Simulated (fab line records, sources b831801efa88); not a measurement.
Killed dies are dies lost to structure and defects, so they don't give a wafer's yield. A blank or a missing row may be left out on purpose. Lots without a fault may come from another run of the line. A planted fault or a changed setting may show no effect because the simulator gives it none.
Which tool did it? | flow gf180mcu | 12 lots, 36 wafers sampled, at 2 steps of a route of 602

WHAT THE GAUGES READ, wafer by wafer
GF_V2_RS_MEAS_24: measures by four-point-probe.
lot  | measured     | on            | V2_W_RS (ohm/sq)
L075 | day 20 13:51 | film_metro-03 | 0.326 0.326 0.327
L077 | day 21 12:58 | film_metro-01 | 0.324 0.328 0.326
L079 | day 22 06:11 | film_metro-03 | 0.329 0.332 0.333
L081 | day 22 22:04 | film_metro-04 | 0.322 0.328 0.333
L083 | day 23 17:24 | film_metro-04 | 0.332 0.328 0.328
L085 | day 24 13:45 | film_metro-01 | 0.322 0.326 0.328
L087 | day 25 07:02 | film_metro-03 | 0.329 0.327 0.324
L089 | day 25 17:50 | film_metro-01 | 0.323 0.324 0.330
L091 | day 26 04:57 | film_metro-01 | 0.329 0.331 0.330
L093 | day 26 19:23 | film_metro-04 | 0.322 0.329 0.322
L095 | day 27 05:44 | film_metro-01 | 0.327 0.326 0.328
L097 | day 27 22:24 | film_metro-03 | 0.324 0.322 0.322

WHICH TOOL RAN EACH LOT (tool, then ch and the chambers of the sampled wafers, then the start)
lot  | GF_V2_CVD_23
L075 | cvd_w-02 ch 0,1, day 20 13:44
L077 | cvd_w-01 ch 1, day 21 12:49
L079 | cvd_w-02 ch 0,1, day 22 06:04
L081 | cvd_w-02 ch 0,1, day 22 21:58
L083 | cvd_w-02 ch 1, day 23 17:16
L085 | cvd_w-02 ch 0,1, day 24 13:38
L087 | cvd_w-01 ch 0,1, day 25 06:55
L089 | cvd_w-01 ch 0,1, day 25 17:42
L091 | cvd_w-01 ch 0,1, day 26 04:49
L093 | cvd_w-01 ch 0,1, day 26 19:17
L095 | cvd_w-02 ch 1, day 27 05:37
L097 | cvd_w-02 ch 0,1, day 27 22:16
- GF_V2_CVD_23: deposits W, target thk 350 nm, time 104.94 s.

THE ANSWER, worked out from the rows above alone
Rule: what is usual is taken from the lots themselves. Put in order of their means at a reading, lots are off if they are a third of the lots or fewer, leave a main group of 4 or more, and stand apart from it by a gap of 3 or more times the standard deviation of the main group's means; of several such gaps the widest counts. A main group whose means are all the same, to the digits that the tables above print for the reading, isn't used. A lot without any number at a reading at which 4 lots or more have one is off too. The other lots that the step has rows for count as sound.
No lot is off at any reading shown: from this, nothing can be told.

WHAT THE SIMULATOR HAD PUT IN
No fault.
